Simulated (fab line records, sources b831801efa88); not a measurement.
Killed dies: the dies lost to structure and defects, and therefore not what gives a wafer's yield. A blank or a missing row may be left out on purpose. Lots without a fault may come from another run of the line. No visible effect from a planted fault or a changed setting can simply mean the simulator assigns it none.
fab line records    flow sky130
record lots=11  wafers=33  lastDay=50
route steps=708 shown LDD_P@266 LI_CONTACT@384 METAL2@484 METAL5@676 PAD_OPEN@708
lots that met no fault: taken from a fault-free run of the same line
startH: start of the lot's first displayed wafer, in hours after the record's first day    waitH: hours from the lot's prior step to this one    " repeats the value in the row above    L1.1+2: a single row standing in for several wafers    - no value, or no start given    * or withheld: withheld    < > ~ a bound
route shown NAME@n: NAME is a module with steps in the file, n the number in the route of the first one    usual: mean/standard deviation of fault-free wafers    same: alike in all rows    chamber/n: place in a boat    sites: the reading at each site    _std_site: the values' standard deviation    _edge_site: outer sites' mean less inner sites'    radiusMm: for every site, how far away it sits from the centre of the wafer    mask NAME#n: copy n    behind: the most recent tool/chamber to have shaped the wafer    hold: reason for holding the lot/hours on hold/outcome of the hold    device: whichever transistor did not switch (one of n, p or np)    end of line: the route-end tests of the same wafers    step lacking rows: just its recipe    killed: at the first sort, the dies lost to defects and structure; wafer yield is something else    map: per-die view of a wafer (x killed, . not killed, _ where there is no die)
set.NAME: setting as actually run; set.NAME@STEP: the setting as run at that earlier step    model.NAME: the simulator's own value behind a step, which no gauge read
steps of the route over a sample of lots; a table a step, a row a wafer
services: from which hour (startH, from the record's first day; less than 0 if before it) a tool's chamber was out of use, for how many hours, and why
## steps
# step SKY_LDD_P_TW_MEAS_11
# usual LDD_P_TW=631/6.1
lot.wafer  tool          chamber  startH  waitH  LDD_P_TW
L321.1     filmMetro-03  -        419.58  0.1    631
L321.3     "             -        "       "      628
L321.5     "             -        "       "      631
L322.1     filmMetro-04  -        436.05  0.1    625
L322.3     "             -        "       "      625
L322.4     "             -        "       "      624
L324.2     filmMetro-03  -        491.54  0.1    632
L324.3     "             -        "       "      632
L324.5     "             -        "       "      632
L325.2     filmMetro-04  -        491.95  0.1    629
L325.3     "             -        "       "      632
L325.4     "             -        "       "      631
L331.1     filmMetro-04  -        518.08  0.1    623
L331.2     "             -        "       "      624
L331.4     "             -        "       "      625
L332.2     filmMetro-03  -        529.50  0.1    627
L332.3     "             -        "       "      624
L332.4     "             -        "       "      625
L333.3     filmMetro-04  -        535.15  0.1    626
L333.4     "             -        "       "      628
L333.6     "             -        "       "      624
L334.2     filmMetro-01  -        540.91  0.1    642
L334.3     "             -        "       "      643
L334.4     "             -        "       "      640
L335.1     filmMetro-03  -        553.93  0.1    627
L335.4     "             -        "       "      625
L335.5     "             -        "       "      625
L337.1     filmMetro-01  -        582.03  0.1    637
L337.2     "             -        "       "      634
L337.4     "             -        "       "      639
L343.2     filmMetro-01  -        622.85  0.1    638
L343.3     "             -        "       "      641
L343.6     "             -        "       "      640
# step SKY_LI_CONTACT_RS_MEAS_22
# recipe thkMeasGauge=four-point-probe  reads=W_of_LI_CONTACT_CVD_21+TiN_of_LI_CONTACT_SPUTTER_20+Ti_of_LI_CONTACT_SPUTTER_19
# usual LI_CONTACT_W_RS=0.2852/0.0024
lot.wafer  tool          chamber  startH  waitH  LI_CONTACT_W_RS[ohm/sq]
L321.1     filmMetro-02  -        663.33  0.1    0.2842
L321.3     "             -        "       "      0.2882
L321.5     "             -        "       "      0.2880
L322.1     filmMetro-02  -        678.12  0.1    0.2855
L322.3     "             -        "       "      0.2833
L322.4     "             -        "       "      0.2818
L324.2     filmMetro-01  -        729.68  0.1    0.2878
L324.3     "             -        "       "      0.2856
L324.5     "             -        "       "      0.2895
L325.2     filmMetro-02  -        730.84  0.1    0.2845
L325.3     "             -        "       "      0.2816
L325.4     "             -        "       "      0.2842
L331.1     filmMetro-03  -        753.03  0.1    0.2865
L331.2     "             -        "       "      0.2863
L331.4     "             -        "       "      0.2861
L332.2     filmMetro-03  -        762.94  0.1    0.2871
L332.3     "             -        "       "      0.2852
L332.4     "             -        "       "      0.2870
L333.3     filmMetro-03  -        768.66  0.1    0.2787
L333.4     "             -        "       "      0.2832
L333.6     "             -        "       "      0.2806
L334.2     filmMetro-03  -        771.65  0.1    0.2865
L334.3     "             -        "       "      0.2856
L334.4     "             -        "       "      0.2865
L335.1     filmMetro-01  -        784.57  0.1    0.2855
L335.4     "             -        "       "      0.2797
L335.5     "             -        "       "      0.2798
L337.1     filmMetro-02  -        810.39  0.1    0.2847
L337.2     "             -        "       "      0.2873
L337.4     "             -        "       "      0.2853
L343.2     filmMetro-01  -        846.94  0.1    0.2836
L343.3     "             -        "       "      0.2832
L343.6     "             -        "       "      0.2823
# step SKY_METAL2_SPUTTER_01
# recipe material=TiN  targetThkNm=20  powerW=6500  timeS=16.7  chamberPressurePa=0.4
# usual throttleValvePct=30.1/0.92
# same timeS=16.7
lot.wafer  tool           chamber  startH  waitH  throttleValvePct
L321.1     pvdSputter-04  -        780.20  0.0    31.2
L321.3     "              -        "       "      29.9
L321.5     "              -        "       "      31.1
L322.1     pvdSputter-04  -        794.62  0.0    31.3
L322.3     "              -        "       "      30.3
L322.4     "              -        "       "      29.8
L324.2     pvdSputter-04  -        843.87  0.0    31.1
L324.3     "              -        "       "      31.5
L324.5     "              -        "       "      29.7
L325.2     pvdSputter-04  -        845.12  0.0    31.2
L325.3     "              -        "       "      31.3
L325.4     "              -        "       "      29.7
L331.1     pvdSputter-04  -        864.67  0.0    31.3
L331.2     "              -        "       "      30.3
L331.4     "              -        "       "      29.7
L332.2     pvdSputter-01  -        873.99  0.0    27.8
L332.3     "              -        "       "      29.6
L332.4     "              -        "       "      30.4
L333.3     pvdSputter-01  -        880.93  0.0    30.4
L333.4     "              -        "       "      29.3
L333.6     "              -        "       "      29.5
L334.2     pvdSputter-04  -        884.87  0.0    30.3
L334.3     "              -        "       "      29.7
L334.4     "              -        "       "      31.0
L335.1     pvdSputter-01  -        896.82  0.0    28.0
L335.4     "              -        "       "      29.2
L335.5     "              -        "       "      29.9
L337.1     pvdSputter-04  -        921.82  0.0    31.1
L337.2     "              -        "       "      31.3
L337.4     "              -        "       "      30.3
L343.2     pvdSputter-02  -        956.24  0.0    28.6
L343.3     "              -        "       "      29.9
L343.6     "              -        "       "      28.7
# step SKY_METAL5_METAL_ETCH_15
# recipe targetDepthA=12600  stopOn=SiO2  overEtchFrac=0.2  timeS=252  chemistry=Cl2/BCl3  resistSidewallDeg=86  pressureMtorr=10  icpW=900  biasW=48.5  Cl2_flow_sccm=60  bcl3FlowSccm=30
# usual chamberPressureMTorr=10.000/0.0089  drypumpMotorCurrentA=5.8/0.51  mfcCl2Sccm=60.02/0.18  oesProductAu=0.893/0.0047  throttleValvePct=22.265/0.0099
# same timeS=252
lot.wafer  tool         chamber  startH   waitH  chamberPressureMTorr  drypumpMotorCurrentA  mfcCl2Sccm  oesProductAu  rfHoursCounterH  throttleValvePct
L321.1     rieMetal-03  0        1017.07  0.0    10.002                5.7                   59.97       0.895         7                22.264
L321.3     "            1        "        "      9.995                 6.6                   60.04       0.889         -                22.281
L321.5     "            1        "        "      9.999                 6.6                   60.12       0.885         -                22.268
L322.1     rieMetal-02  1        1030.93  0.0    10.014                5.7                   60.18       0.898         11               22.278
L322.3     "            0        "        "      10.005                5.7                   60.03       0.893         -                22.260
L322.4     "            1        "        "      10.009                5.7                   60.09       0.892         -                22.266
L324.2     rieMetal-03  0        1070.77  0.0    9.989                 5.7                   59.87       0.897         11               22.259
L324.3     "            0        "        "      10.002                5.7                   60.07       0.891         -                22.260
L324.5     "            0        "        "      9.992                 5.7                   60.11       0.891         -                22.255
L325.2     rieMetal-03  1        1073.52  0.0    9.982                 6.6                   59.68       0.896         21               22.264
L325.3     "            0        "        "      9.998                 5.7                   60.24       0.893         -                22.268
L325.4     "            1        "        "      10.016                6.6                   59.78       0.883         -                22.269
L331.1     rieMetal-03  1        1086.38  0.0    10.001                6.6                   59.94       0.885         23               22.264
L331.2     "            0        "        "      10.016                5.7                   60.19       0.898         13               22.265
L331.4     "            0        "        "      10.004                5.7                   60.15       0.896         -                22.274
L332.2     rieMetal-03  1        1093.68  0.0    10.023                6.6                   60.07       0.887         23               22.280
L332.3     "            0        "        "      9.999                 5.7                   59.91       0.897         -                22.273
L332.4     "            1        "        "      9.998                 6.6                   59.85       0.892         -                22.261
L333.3     rieMetal-03  0        1100.66  0.1    9.999                 5.7                   59.81       0.889         -                22.292
L333.4     "            1        "        "      9.989                 6.6                   60.12       0.790         -                22.269
L333.6     "            1        "        "      10.015                6.6                   60.07       0.889         -                22.267
L334.2     rieMetal-02  1        1104.32  0.0    9.983                 5.7                   59.91       0.894         16               22.260
L334.3     "            0        "        "      9.983                 5.7                   60.31       0.906         -                22.265
L334.4     "            1        "        "      10.007                5.7                   59.91       0.887         -                22.270
L335.1     rieMetal-03  1        1112.23  0.0    9.991                 6.6                   59.93       0.894         25               22.261
L335.4     "            0        "        "      10.005                5.7                   60.02       0.788         -                22.266
L335.5     "            0        "        "      9.999                 5.7                   60.04       0.795         -                22.269
L337.1     rieMetal-03  0        1132.34  0.0    10.004                5.7                   59.89       0.893         16               22.288
L337.2     "            1        "        "      9.988                 6.6                   59.79       0.894         26               22.271
L337.4     "            1        "        "      10.001                6.6                   59.69       0.790         -                22.273
L343.2     rieMetal-01  0        1159.47  0.0    10.017                5.7                   60.07       0.889         0                22.269
L343.3     "            0        "        "      9.985                 5.7                   60.12       0.890         -                22.267
L343.6     "            0        "        "      10.009                5.7                   60.15       0.897         -                22.266
# step SKY_METAL5_STRIP_16
# recipe chemistry=O2/N2  powerW=1400  pressureMtorr=1500  platenTempC=withheld  o2FlowSccm=3000  n2FlowSccm=300  overashFraction=0.5
# usual chamberPressureMTorr=1500.1/1.4  drypumpMotorCurrentA=5.7/0.53  oesProductAu=0.710/0.004  stripTimeToEndpointS=13.09/0.095
lot.wafer  tool            chamber  startH   waitH  chamberPressureMTorr  drypumpMotorCurrentA  oesProductAu  rfHoursCounterH  stripTimeToEndpointS
L321.1     plasmaAsher-04  0        1017.30  0.2    1501.1                6.4                   0.715         120              13.22
L321.3     "               1        "        "      1500.7                5.4                   0.711         -                13.09
L321.5     "               0        "        "      1501.2                6.4                   0.707         -                13.18
L322.1     plasmaAsher-01  0        1031.17  0.2    1500.1                5.0                   0.715         58               13.10
L322.3     "               0        "        "      1499.4                4.9                   0.711         -                13.05
L322.4     "               1        "        "      1500.3                6.3                   0.709         -                13.05
L324.2     plasmaAsher-02  1        1071.00  0.2    1501.5                5.8                   0.707         91               13.23
L324.3     "               1        "        "      1498.5                5.8                   0.711         -                13.17
L324.5     "               0        "        "      1499.8                5.1                   0.722         -                13.14
L325.2     plasmaAsher-02  1        1073.75  0.2    1500.0                5.8                   0.709         91               12.88
L325.3     "               1        "        "      1500.1                5.8                   0.711         -                13.11
L325.4     "               0        "        "      1500.2                5.1                   0.708         -                13.01
L331.1     plasmaAsher-04  0        1086.62  0.2    1501.7                6.4                   0.710         2                13.15
L331.2     "               1        "        "      1498.2                5.5                   0.700         2                13.17
L331.4     "               0        "        "      1498.1                6.4                   0.711         -                13.25
L332.2     plasmaAsher-02  1        1093.92  0.2    1499.3                5.8                   0.713         93               13.04
L332.3     "               1        "        "      1500.9                5.8                   0.710         -                13.22
L332.4     "               0        "        "      1498.3                5.1                   0.712         -                13.12
L333.3     plasmaAsher-01  0        1100.85  0.1    1501.8                5.0                   0.705         -                13.15
L333.4     "               1        "        "      1497.5                6.3                   0.711         -                16.04
L333.6     "               0        "        "      1502.8                5.0                   0.707         -                13.06
L334.2     plasmaAsher-04  1        1104.55  0.2    1497.2                5.4                   0.709         4                12.97
L334.3     "               0        "        "      1501.0                6.4                   0.709         -                12.91
L334.4     "               1        "        "      1502.2                5.5                   0.709         -                12.95
L335.1     plasmaAsher-02  0        1112.47  0.2    1499.0                5.1                   0.711         95               12.91
L335.4     "               1        "        "      1501.9                5.8                   0.706         -                16.08
L335.5     "               1        "        "      1500.5                5.8                   0.703         -                15.94
L337.1     plasmaAsher-02  0        1132.57  0.2    1500.6                5.1                   0.706         97               13.18
L337.2     "               1        "        "      1500.0                5.7                   0.711         97               13.04
L337.4     "               0        "        "      1503.3                5.1                   0.709         -                15.92
L343.2     plasmaAsher-04  0        1159.70  0.2    1497.9                6.4                   0.715         9                13.26
L343.3     "               0        "        "      1499.4                6.4                   0.716         -                13.41
L343.6     "               0        "        "      1498.6                6.4                   0.713         -                13.23
# step SKY_PAD_OPEN_PROBE_99
# usual defectLimitedYield=82.6/1.8  killed_at_M0_to_M3=43/7  killed_at_M4_up=3.4/1.9  killedAtContacts=24/5.4  killedAtFrontEnd=15/4.4  killedAtOther=0.4/0.63  killedDies=86/9.1  killedOnRim=16/3.5  killedOpen=46/6.6  killedShort=39/6.6  sort_bin_3_pad_short=0.9/0.46  sort_bin_5_function=10.3/1.4  sort_bin_6_memory=6.2/1.1  sortNPass=406/9.1  sortYieldPct=82.6/1.8
# same grossDies=492  killedAtBackSide=0  sort_bin_4_leakage[%]=0  sort_bin_8_speed[%]=0
lot.wafer  tool       chamber  startH   waitH  defectLimitedYield[%]  killed_at_M0_to_M3  killed_at_M4_up  killedAtContacts  killedAtFrontEnd  killedAtOther  killedDies  killedOnRim  killedOpen  killedShort  sort_bin_3_pad_short[%]  sort_bin_5_function[%]  sort_bin_6_memory[%]  sortNPass  sortYieldPct[%]
L321.1     prober-01  -        1064.20  0.1    81.7                   50                  3                25                12                0              90          14           50          40           1.2                      11.4                    5.7                   402        81.7
L321.3     prober-01  -        1064.30  0.2    85.2                   38                  2                21                11                1              73          16           41          32           0.6                      7.5                     6.7                   419        85.2
L321.5     prober-01  -        1064.40  0.2    84.3                   43                  2                19                13                0              77          15           40          37           0.2                      11.2                    4.3                   415        84.3
L322.1     prober-02  -        1078.15  0.1    84.8                   47                  4                13                11                0              75          18           45          30           0.6                      8.5                     6.1                   417        84.8
L322.3     prober-02  -        1078.25  0.2    77.2                   61                  4                37                10                0              112         19           66          46           1.0                      14.4                    7.3                   380        77.2
L322.4     prober-02  -        1078.30  0.2    81.1                   52                  0                32                9                 0              93          17           54          39           1.2                      9.1                     8.5                   399        81.1
L325.2     prober-01  -        1117.59  0.1    84.1                   40                  3                21                13                1              78          13           40          38           1.0                      9.3                     5.5                   414        84.1
L325.3     prober-01  -        1117.64  0.2    83.7                   45                  1                22                11                1              80          13           49          31           0.8                      9.8                     5.7                   412        83.7
L325.4     prober-01  -        1117.69  0.2    84.8                   42                  5                19                9                 0              75          10           47          28           0.6                      8.9                     5.7                   417        84.8
L333.3     prober-01  -        1143.12  0.2    82.3                   50                  6                14                16                1              87          13           44          43           0.4                      12.2                    5.1                   405        82.3
L333.4     prober-01  -        1143.17  0.2    0                      42                  413              23                14                0              492         96           51          29           0.2                      94.9                    4.9                   0          0
L333.6     prober-01  -        1143.27  0.2    82.1                   42                  3                24                18                1              88          15           50          38           1.2                      10.6                    6.1                   404        82.1
L334.2     prober-02  -        1147.09  0.1    84.3                   34                  3                20                20                0              77          14           46          31           0.8                      9.3                     5.5                   415        84.3
L334.3     prober-02  -        1147.14  0.2    82.1                   41                  7                21                18                1              88          16           48          40           1.2                      10.0                    6.7                   404        82.1
L334.4     prober-02  -        1147.19  0.2    82.7                   29                  4                25                26                1              85          16           45          40           1.4                      10.6                    5.3                   407        82.7
L335.1     prober-01  -        1153.27  0.1    82.5                   51                  3                16                16                0              86          15           47          39           0.6                      10.0                    6.9                   406        82.5
L335.4     prober-01  -        1153.42  0.2    0                      43                  409              28                12                0              492         96           47          38           1.2                      93.7                    5.1                   0          0
L335.5     prober-01  -        1153.47  0.2    0                      59                  396              21                16                0              492         96           54          47           1.0                      91.7                    7.3                   0          0
L337.1     prober-01  -        1171.39  0.1    83.7                   50                  3                12                15                0              80          15           43          37           0.8                      10.2                    5.3                   412        83.7
L337.2     prober-01  -        1171.44  0.1    82.5                   53                  5                21                7                 0              86          13           46          39           0.4                      10.2                    6.9                   406        82.5
L337.4     prober-01  -        1171.54  0.2    0                      57                  400              24                11                0              492         96           45          50           1.2                      92.3                    6.5                   0          0
L343.2     prober-01  -        1194.92  0.1    84.8                   34                  3                24                14                0              75          15           39          36           1.4                      8.1                     5.7                   417        84.8
L343.3     prober-01  -        1194.97  0.2    80.7                   44                  0                33                17                1              95          18           39          56           0.8                      10.4                    8.1                   397        80.7
L343.6     prober-01  -        1195.12  0.2    86.2                   34                  1                20                13                0              68          14           33          35           0.4                      9.3                     4.1                   424        86.2
# killed by level:class
L321.1 VIA1:geometricParticle:open=13 CONTACT:geometricParticle:open=10 LI_CONTACT:geometricParticle:open=7 METAL3:geometricParticle:short=6 POLY_GATE:geometricParticle:open=5 VIA1:geometricParticle:short=5 VIA2:geometricParticle:short=5 VIA3:geometricParticle:open=5
L321.3 VIA1:geometricParticle:open=12 LI_CONTACT:geometricParticle:short=6 LI_CONTACT:geometricParticle:open=6 CONTACT:geometricParticle:open=5 VIA3:geometricParticle:open=5 CONTACT:geometricParticle:short=4 VIA1:geometricParticle:short=4 VIA3:geometricParticle:short=4
L321.5 VIA1:geometricParticle:open=10 CONTACT:geometricParticle:open=6 METAL1:geometricParticle:short=6 VIA1:geometricParticle:short=6 VIA2:geometricParticle:open=6 FIELD_ISO:geometricParticle:open=5 LI_CONTACT:geometricParticle:open=5 LOCAL_INTERCONNECT:geometricParticle:short=5
L322.1 VIA1:geometricParticle:open=18 VIA3:geometricParticle:open=10 CONTACT:geometricParticle:open=6 FIELD_ISO:geometricParticle:short=5 METAL1:geometricParticle:short=5 CONTACT:geometricParticle:short=4 VIA2:geometricParticle:open=4 VIA1:geometricParticle:short=3
L322.3 VIA1:geometricParticle:open=18 LI_CONTACT:geometricParticle:open=13 CONTACT:geometricParticle:open=12 VIA1:geometricParticle:short=9 CONTACT:geometricParticle:short=7 VIA2:geometricParticle:open=7 VIA3:geometricParticle:open=6 FIELD_ISO:geometricParticle:open=5
L322.4 VIA1:geometricParticle:open=13 CONTACT:geometricParticle:open=11 CONTACT:geometricParticle:short=8 METAL1:geometricParticle:short=8 VIA2:geometricParticle:open=8 LI_CONTACT:geometricParticle:open=7 VIA3:geometricParticle:open=7 VIA2:geometricParticle:short=7
L325.2 VIA1:geometricParticle:open=9 CONTACT:geometricParticle:open=6 CONTACT:geometricParticle:short=6 VIA3:geometricParticle:open=6 VIA2:geometricParticle:open=6 POLY_GATE:geometricParticle:short=4 LI_CONTACT:geometricParticle:short=4 VIA3:geometricParticle:short=4
L325.3 VIA1:geometricParticle:open=15 VIA3:geometricParticle:open=8 LI_CONTACT:geometricParticle:open=7 VIA2:geometricParticle:open=6 CONTACT:geometricParticle:open=6 METAL2:geometricParticle:short=6 FIELD_ISO:geometricParticle:short=4 FIELD_ISO:geometricParticle:open=4
L325.4 VIA1:geometricParticle:open=13 LI_CONTACT:geometricParticle:open=6 CONTACT:geometricParticle:open=6 VIA2:geometricParticle:open=6 VIA3:geometricParticle:open=5 POLY_GATE:geometricParticle:short=4 VIA2:geometricParticle:short=4 POLY_GATE:geometricParticle:open=3
L333.3 VIA2:geometricParticle:open=9 METAL1:geometricParticle:short=7 VIA3:geometricParticle:open=6 CONTACT:geometricParticle:open=5 VIA1:geometricParticle:open=5 FIELD_ISO:geometricParticle:open=4 POLY_GATE:geometricParticle:open=4 METAL2:geometricParticle:short=4
L333.4 METAL5:areaEtch=412 LI_CONTACT:geometricParticle:open=13 VIA1:geometricParticle:open=11 METAL1:geometricParticle:short=6 VIA2:geometricParticle:open=6 VIA1:geometricParticle:short=5 VIA3:geometricParticle:open=5 POLY_GATE:geometricParticle:open=4
L333.6 VIA1:geometricParticle:open=11 CONTACT:geometricParticle:open=10 VIA2:geometricParticle:open=8 POLY_GATE:geometricParticle:short=7 LI_CONTACT:geometricParticle:open=6 METAL1:geometricParticle:short=6 METAL2:geometricParticle:short=5 FIELD_ISO:geometricParticle:open=4
L334.2 VIA1:geometricParticle:open=11 CONTACT:geometricParticle:open=9 FIELD_ISO:geometricParticle:open=6 POLY_GATE:geometricParticle:open=6 VIA2:geometricParticle:open=5 LOCAL_INTERCONNECT:geometricParticle:short=4 CONTACT:geometricParticle:short=4 VIA2:geometricParticle:short=4
L334.3 VIA1:geometricParticle:open=9 FIELD_ISO:geometricParticle:open=7 LI_CONTACT:geometricParticle:open=7 METAL4:geometricParticle:short=7 CONTACT:geometricParticle:open=7 METAL1:geometricParticle:short=7 VIA3:geometricParticle:open=7 VIA2:geometricParticle:open=6
L334.4 FIELD_ISO:geometricParticle:open=10 CONTACT:geometricParticle:open=10 FIELD_ISO:geometricParticle:short=9 VIA1:geometricParticle:open=9 LI_CONTACT:geometricParticle:open=6 CONTACT:geometricParticle:short=5 METAL3:geometricParticle:short=4 POLY_GATE:geometricParticle:short=3
L335.1 VIA1:geometricParticle:open=12 VIA2:geometricParticle:open=11 VIA1:geometricParticle:short=7 LI_CONTACT:geometricParticle:open=5 CONTACT:geometricParticle:open=5 VIA2:geometricParticle:short=5 FIELD_ISO:geometricParticle:open=4 FIELD_ISO:geometricParticle:short=3
L335.4 METAL5:areaEtch=407 VIA1:geometricParticle:open=11 CONTACT:geometricParticle:open=10 LI_CONTACT:geometricParticle:open=7 LOCAL_INTERCONNECT:geometricParticle:short=6 METAL2:geometricParticle:short=6 VIA1:geometricParticle:short=5 LI_CONTACT:geometricParticle:short=4
L335.5 METAL5:areaEtch=391 VIA1:geometricParticle:open=12 CONTACT:geometricParticle:open=9 VIA2:geometricParticle:open=9 VIA3:geometricParticle:open=8 FIELD_ISO:geometricParticle:short=7 METAL2:geometricParticle:short=7 VIA2:geometricParticle:short=6
L337.1 VIA3:geometricParticle:open=9 VIA1:geometricParticle:open=8 METAL2:geometricParticle:short=7 VIA2:geometricParticle:open=5 POLY_GATE:geometricParticle:short=4 METAL1:geometricParticle:short=4 VIA3:geometricParticle:short=4 FIELD_ISO:geometricParticle:short=3
L337.2 VIA3:geometricParticle:open=12 CONTACT:geometricParticle:open=11 VIA1:geometricParticle:open=9 METAL2:geometricParticle:short=9 VIA2:geometricParticle:open=5 METAL1:geometricParticle:short=4 VIA1:geometricParticle:short=4 VIA2:geometricParticle:short=4
L337.4 METAL5:areaEtch=396 VIA1:geometricParticle:open=10 VIA3:geometricParticle:open=10 METAL2:geometricParticle:short=9 CONTACT:geometricParticle:short=8 CONTACT:geometricParticle:open=6 VIA2:geometricParticle:open=5 METAL1:geometricParticle:short=5
L343.2 CONTACT:geometricParticle:open=9 POLY_GATE:geometricParticle:open=6 VIA2:geometricParticle:open=6 VIA1:geometricParticle:open=6 LOCAL_INTERCONNECT:geometricParticle:short=5 CONTACT:geometricParticle:short=5 METAL2:geometricParticle:short=4 LI_CONTACT:geometricParticle:open=4
L343.3 CONTACT:geometricParticle:open=11 CONTACT:geometricParticle:short=10 VIA1:geometricParticle:open=8 METAL2:geometricParticle:short=8 VIA2:geometricParticle:short=7 LOCAL_INTERCONNECT:geometricParticle:short=6 POLY_GATE:geometricParticle:open=5 VIA1:geometricParticle:short=5
L343.6 CONTACT:geometricParticle:open=6 METAL1:geometricParticle:short=6 VIA1:geometricParticle:open=6 LI_CONTACT:geometricParticle:open=5 FIELD_ISO:geometricParticle:short=4 LOCAL_INTERCONNECT:geometricParticle:short=4 CONTACT:geometricParticle:short=4 VIA3:geometricParticle:short=4
## services
tool            chamber  startH   hours  kind
pvdSputter-02   -        764.33   2.5    repair
rieMetal-01     -        789.68   0.4    repair
rieMetal-01     1        791.01   18.2   repair
plasmaAsher-02  -        814.99   9.5    repair
rieMetal-02     -        823.72   2.8    pm
rieMetal-01     -        833.42   4.0    pm
pvdSputter-02   -        850.08   5.0    repair
rieMetal-03     0        864.41   -      clean
rieMetal-03     0        864.41   17.3   scheduledDown
rieMetal-03     0        864.41   17.3   ventCycle
rieMetal-01     -        902.66   15.6   pm
pvdSputter-01   -        911.04   14.2   repair
plasmaAsher-01  -        911.79   2.8    pm
plasmaAsher-02  -        912.70   3.1    repair
rieMetal-01     -        923.76   2.7    repair
plasmaAsher-04  -        961.61   3.5    repair
rieMetal-01     -        985.16   2.6    repair
rieMetal-01     1        998.53   12.9   repair
pvdSputter-02   -        1024.37  1.9    repair
pvdSputter-01   -        1025.90  3.3    repair
pvdSputter-02   -        1046.60  3.0    repair
plasmaAsher-04  -        1055.25  9.0    pm
plasmaAsher-04  -        1055.50  0.7    repair
rieMetal-03     -        1095.31  0.6    repair
## key
firstSign step=SKY_METAL5_METAL_ETCH_15  reading=oesProductAu  direction=down  sigmas=22  usual=0.893  struck=0.791
effect step=SKY_METAL5_STRIP_16  reading=stripTimeToEndpointS  direction=up  sigmas=31  usual=*  struck=*
effect step=SKY_PAD_OPEN_PROBE_99  reading=killed_at_M4_up  direction=up  sigmas=99+  usual=3.4  struck=404.5
moreKillsBornAt SKY_METAL5_METAL_ETCH_15@rieMetal-03=1606
metAt SKY_METAL5_METAL_ETCH_15
struckLots L333,L335,L337
struckWafers L333.4,L335.4,L335.5,L337.4
laterRowsLeftOut L333.4,L335.4,L335.5,L337.4
notActingAt SKY_LDD_P_TW_MEAS_11,SKY_LI_CONTACT_RS_MEAS_22,SKY_METAL2_SPUTTER_01
onsetBetween 1093.68 1100.66
fault kind=processParameterDrift  tool=rieMetal-03  chamber=-  onsetH=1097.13  steps=SKY_METAL5_METAL_ETCH_15  channel=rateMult  offset=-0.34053  shape=step  endH=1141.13  scope=struckWafersOnly
# laterRowsLeftOut: the simulator's readings of these wafers behind a module that went badly wrong aren't trusted and aren't shown, but for the sort
